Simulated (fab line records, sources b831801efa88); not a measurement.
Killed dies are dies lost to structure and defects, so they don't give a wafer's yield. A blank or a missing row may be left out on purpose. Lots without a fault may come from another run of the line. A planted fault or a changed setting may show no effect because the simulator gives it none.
Which tool did it? | flow gf180mcu | 24 lots, 72 wafers sampled, at 3 steps of a route of 602

WHAT THE GAUGES READ, wafer by wafer
GF_V3_THK_MEAS_25: measures by xrf. Usual: V3_W_THK 358 nm, standard deviation 9.1.
lot  | measured     | on            | V3_W_THK (nm) | flag
L074 | day 22 23:49 | film_metro-01 | 349 376 356   |
L075 | day 23 01:40 | film_metro-01 | 350 350 355   |
L076 | day 23 14:01 | film_metro-04 | 352 353 354   |
L077 | day 24 00:13 | film_metro-01 | 352 351 350   |
L078 | day 24 02:07 | film_metro-04 | 362 358 359   |
L079 | day 24 05:04 | film_metro-01 | 348 345 349   |
L080 | day 24 16:11 | film_metro-01 | 371 352 372   |
L081 | day 25 06:29 | film_metro-03 | 356 351 350   |
L082 | day 25 07:44 | film_metro-04 | 357 351 353   |
L083 | day 25 14:46 | film_metro-04 | 353 355 349   |
L084 | day 25 17:04 | film_metro-04 | 379 359 362   |
L085 | day 26 08:05 | film_metro-04 | 357 356 354   |
L086 | day 26 16:17 | film_metro-04 | 356 360 352   |
L088 | day 26 23:46 | film_metro-01 | 360 360 375   |
L087 | day 27 01:56 | film_metro-01 | 353 349 355   |
L089 | day 27 12:09 | film_metro-01 | 348 348 344   |
L090 | day 27 20:34 | film_metro-04 | 360 356 359   |
L091 | day 28 02:57 | film_metro-03 | 376 373 362   |
L092 | day 28 08:10 | film_metro-03 | 351 351 364   |
L093 | day 28 17:55 | film_metro-04 | 361 359 357   |
L094 | day 29 01:53 | film_metro-04 | 362 369 362   |
L095 | day 29 03:47 | film_metro-03 | 359 360 354   |
L096 | day 29 08:13 | film_metro-04 | 354 355 357   |
L097 | day 29 17:20 | film_metro-03 | 364 377 366   |

WHICH TOOL RAN EACH LOT (tool, then ch and the chambers of the sampled wafers, then the start)
lot  | GF_M2_STRIP_17                       | GF_V2_CVD_02
L074 | plasma_asher-01 ch 0,1, day 19 17:50 | pecvd-02 ch 1,2, day 19 18:53
L075 | plasma_asher-03 ch 1, day 19 21:13   | pecvd-03 ch 0,1, day 19 22:01
L076 | plasma_asher-03 ch 1, day 20 09:53   | pecvd-02 ch 0,1,2, day 20 10:33
L077 | plasma_asher-01 ch 0,1, day 20 21:21 | pecvd-02 ch 0,1, day 20 22:01
L078 | plasma_asher-02 ch 0,1, day 20 22:45 | pecvd-04 ch 0,1, day 20 23:25
L079 | plasma_asher-03 ch 0,1, day 21 03:19 | pecvd-02 ch 1,2, day 21 04:01
L080 | plasma_asher-01 ch 0,1, day 21 15:44 | pecvd-02 ch 0,1,2, day 21 16:25
L081 | plasma_asher-02 ch 0,1, day 22 06:10 | pecvd-03 ch 0,1,2, day 22 06:49
L082 | plasma_asher-03 ch 0,1, day 22 07:25 | pecvd-04 ch 0,2, day 22 08:05
L083 | plasma_asher-02 ch 0,1, day 22 15:52 | pecvd-02 ch 0,1,2, day 22 16:41
L084 | plasma_asher-02 ch 0,1, day 22 18:22 | pecvd-03 ch 0,1,2, day 22 19:03
L085 | plasma_asher-03 ch 1, day 23 10:10   | pecvd-02 ch 0,1,2, day 23 10:49
L086 | plasma_asher-03 ch 0, day 23 19:38   | pecvd-04 ch 0,2, day 23 20:19
L088 | plasma_asher-01 ch 0,1, day 24 03:14 | pecvd-04 ch 0,2, day 24 03:56
L087 | plasma_asher-01 ch 0,1, day 24 06:20 | pecvd-04 ch 0,2, day 24 07:00
L089 | plasma_asher-01 ch 0,1, day 24 16:47 | pecvd-02 ch 0,2, day 24 17:29
L090 | plasma_asher-01 ch 1, day 25 01:06   | pecvd-03 ch 0,1,2, day 25 01:47
L091 | plasma_asher-02 ch 0,1, day 25 09:06 | pecvd-04 ch 0,1,2, day 25 09:46
L092 | plasma_asher-02 ch 0,1, day 25 14:02 | pecvd-04 ch 0,1,2, day 25 14:43
L093 | plasma_asher-01 ch 0,1, day 26 00:59 | pecvd-03 ch 0,1, day 26 01:45
L094 | plasma_asher-02 ch 0,1, day 26 08:26 | pecvd-04 ch 0,1,2, day 26 09:07
L095 | plasma_asher-03 ch 0,1, day 26 09:20 | pecvd-02 ch 0,1,2, day 26 10:02
L096 | plasma_asher-02 ch 0,1, day 26 16:07 | pecvd-02 ch 0,1, day 26 16:47
L097 | plasma_asher-03 ch 1, day 27 00:43   | pecvd-04 ch 0,1, day 27 01:25
- GF_M2_STRIP_17: strips in O2/N2.
- GF_V2_CVD_02: deposits SiO2 from TEOS, target thk 850 nm, time 94.851 s.

WHAT THE TOOLS THEMSELVES READ (means of the sampled wafers that have a number; where no wafer has one, the mark that the record gives instead)
GF_M2_STRIP_17. Usual: drypump_motor_current_A 5.9 A, standard deviation 0.6; heater_power_w 340 W, standard deviation 27; oes_product_au 0.557 a.u., standard deviation 0.0054; strip_time_to_endpoint_s 7.85 s, standard deviation 0.054.
lot  | tool            | drypump_motor_current_A (A) | heater_power_w (W) | oes_product_au (a.u.) | strip_time_to_endpoint_s (s) | flag
L074 | plasma_asher-01 | 6.4                         | 361                | 0.553                 | 7.82                         |
L075 | plasma_asher-03 | 5.0                         | 350                | 0.559                 | 7.88                         |
L076 | plasma_asher-03 | 4.9                         | 349                | 0.553                 | 7.77                         |
L077 | plasma_asher-01 | 6.4                         | 370                | 0.561                 | 7.94                         |
L078 | plasma_asher-02 | 5.5                         | 327                | 0.558                 | 7.85                         |
L079 | plasma_asher-03 | 6.0                         | 317                | 0.556                 | 7.82                         |
L080 | plasma_asher-01 | 6.4                         | 378                | 0.551                 | 7.81                         |
L081 | plasma_asher-02 | 5.5                         | 327                | 0.560                 | 7.90                         |
L082 | plasma_asher-03 | 6.0                         | 317                | 0.559                 | 7.88                         |
L083 | plasma_asher-02 | 5.5                         | 329                | 0.556                 | 7.83                         |
L084 | plasma_asher-02 | 5.5                         | 328                | 0.559                 | 7.86                         |
L085 | plasma_asher-03 | 4.9                         | 348                | 0.560                 | 7.83                         |
L086 | plasma_asher-03 | 6.5                         | 295                | 0.556                 | 7.87                         |
L088 | plasma_asher-01 | 6.4                         | 365                | 0.559                 | 7.87                         |
L087 | plasma_asher-01 | 6.4                         | 368                | 0.558                 | 7.84                         |
L089 | plasma_asher-01 | 6.4                         | 375                | 0.553                 | 7.93                         |
L090 | plasma_asher-01 | 6.4                         | 388                | 0.555                 | 7.83                         |
L091 | plasma_asher-02 | 5.5                         | 331                | 0.557                 | 7.83                         |
L092 | plasma_asher-02 | 5.5                         | 327                | 0.558                 | 7.91                         |
L093 | plasma_asher-01 | 6.4                         | 370                | 0.562                 | 7.98                         |
L094 | plasma_asher-02 | 5.5                         | 329                | 0.561                 | 7.89                         |
L095 | plasma_asher-03 | 6.0                         | 314                | 0.552                 | 7.76                         |
L096 | plasma_asher-02 | 5.5                         | 329                | 0.552                 | 7.81                         |
L097 | plasma_asher-03 | 4.9                         | 352                | 0.551                 | 7.80                         |

GF_V2_CVD_02. Usual: heater_power_outer_w 387 W, standard deviation 84; heater_power_w 666 W, standard deviation 98; susceptor_temp_C 400.00 C, standard deviation 0.23.
lot  | tool     | heater_power_outer_w (W) | heater_power_w (W) | susceptor_temp_C (C) | flag
L074 | pecvd-02 | 378                      | 641                | 400.31               |
L075 | pecvd-03 | 372                      | 683                | 399.84               |
L076 | pecvd-02 | 407                      | 694                | 400.11               |
L077 | pecvd-02 | 399                      | 674                | 399.81               |
L078 | pecvd-04 | 363                      | 656                | 399.96               |
L079 | pecvd-02 | 319                      | 605                | 400.05               |
L080 | pecvd-02 | 400                      | 682                | 399.93               |
L081 | pecvd-03 | 390                      | 659                | 400.07               |
L082 | pecvd-04 | 478                      | 776                | 399.96               |
L083 | pecvd-02 | 352                      | 616                | 400.03               |
L084 | pecvd-03 | 391                      | 668                | 400.00               |
L085 | pecvd-02 | 378                      | 658                | 399.98               |
L086 | pecvd-04 | 418                      | 704                | 399.95               |
L088 | pecvd-04 | 433                      | 715                | 399.96               |
L087 | pecvd-04 | 402                      | 695                | 400.14               |
L089 | pecvd-02 | 338                      | 631                | 400.23               |
L090 | pecvd-03 | 361                      | 638                | 400.15               |
L091 | pecvd-04 | 428                      | 716                | 399.89               |
L092 | pecvd-04 | 428                      | 708                | 400.07               |
L093 | pecvd-03 | 384                      | 691                | 399.85               |
L094 | pecvd-04 | 364                      | 622                | 399.88               |
L095 | pecvd-02 | 415                      | 696                | 399.93               |
L096 | pecvd-02 | 443                      | 734                | 399.58               |
L097 | pecvd-04 | 334                      | 582                | 399.92               |

THE ANSWER, worked out from the rows above alone
Rule: a lot is off if the mean of its wafers that have a number lies more than 3 standard deviations from the usual mean. A lot without any number at a reading at which 4 lots or more have one is off too. The other lots that the step has rows for count as sound. The gauges are gone through in route order, then the tools' own readings, and for those a lot's mean is taken as printed above. The first step at which some lot is off is used, and at that step the reading that is off furthest; a lot without a number counts as furthest.
No lot is off at any reading shown: from this, nothing can be told.

WHAT THE SIMULATOR HAD PUT IN
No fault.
